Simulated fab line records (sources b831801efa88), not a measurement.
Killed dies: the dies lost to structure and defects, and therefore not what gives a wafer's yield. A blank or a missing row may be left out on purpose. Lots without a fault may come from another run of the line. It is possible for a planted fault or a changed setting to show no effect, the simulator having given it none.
Which tool is to blame? -- flow gf180mcu -- 18 wafers from 6 lots sampled at 3 of the route's 602 steps

## WHAT THE GAUGES READ, wafer by wafer
GF_SAB_THK_MEAS_01.
lot,measured,on,SAB_CVD_00_THK (nm)
L721,day 15 16:37,film metro-01,49.9 49.6 50.5
L724,day 16 17:28,film metro-03,50.5 50.1 50.8
L726,day 17 06:55,film metro-01,50.5 51.4 51.7
L735,day 20 15:28,film metro-01,49.1 50.2 65.5 49.2 50.1 65.6
L737,day 21 12:26,film metro-02,49.2 49.3 50.6
L739,day 22 08:53,film metro-02,48.9 49.6 49.8

## WHAT TOOL EACH LOT RAN ON (gives the tool, then ch and the chambers of the sampled wafers, and finally the start)
lot,GF_HV_LDD_RTA_52,GF_SAB_CVD_00
L721,"rtp anneal-01 ch 0, day 13 18:32","pecvd-03 ch 0,1,2, day 15 16:36"
L724,"rtp anneal-01 ch 0, day 14 16:40","pecvd-01 ch 0,2, day 16 17:26"
L726,"rtp anneal-01 ch 0, day 15 07:37","pecvd-01 ch 1,2, day 17 06:52"
L735,"rtp anneal-01 ch 0, day 18 10:41","pecvd-03 ch 0, day 20 15:26"
L737,"rtp anneal-02 ch 0, day 19 08:47","pecvd-01 ch 0,2, day 21 12:25"
L739,"rtp anneal-01 ch 0, day 20 05:06","pecvd-02 ch 1,2, day 22 08:51"
- GF_HV_LDD_RTA_52: time 10 s.
- GF_SAB_CVD_00: deposits SiO2 from TEOS, target thk 50 nm, time 4.9302 s.

## THE ANSWER, worked out from the rows above alone
Rule: what is usual is taken from the lots themselves. The widest of any qualifying gaps counts: lots, ordered by their means at a reading, are off when they make up no more than a third of the lots, leave a main group of 4 or more, and stand apart from it by 3 or more times the standard deviation of that group's means. The tables above print the reading to a certain number of digits; a main group whose means all agree to those digits is not used. Also off: a lot with no number at a reading for which 4 or more lots have one. Any other lot the step has rows for is counted as sound.
Off: at GF_SAB_THK_MEAS_01 (SAB_CVD_00_THK), L735. For the main group the mean is 50.2 nm and the standard deviation 0.62.
A tool fits if, at a process step before that reading, it ran every lot that is off, and no sound lot after the first of them. The gauges at GF_SAB_THK_MEAS_01 are tried like those tools. This does not decide it: 2 tools fit, namely pecvd-03 at GF_SAB_CVD_00 and film metro-01 at GF_SAB_THK_MEAS_01.

## WHAT THE SIMULATOR HAD INSERTED
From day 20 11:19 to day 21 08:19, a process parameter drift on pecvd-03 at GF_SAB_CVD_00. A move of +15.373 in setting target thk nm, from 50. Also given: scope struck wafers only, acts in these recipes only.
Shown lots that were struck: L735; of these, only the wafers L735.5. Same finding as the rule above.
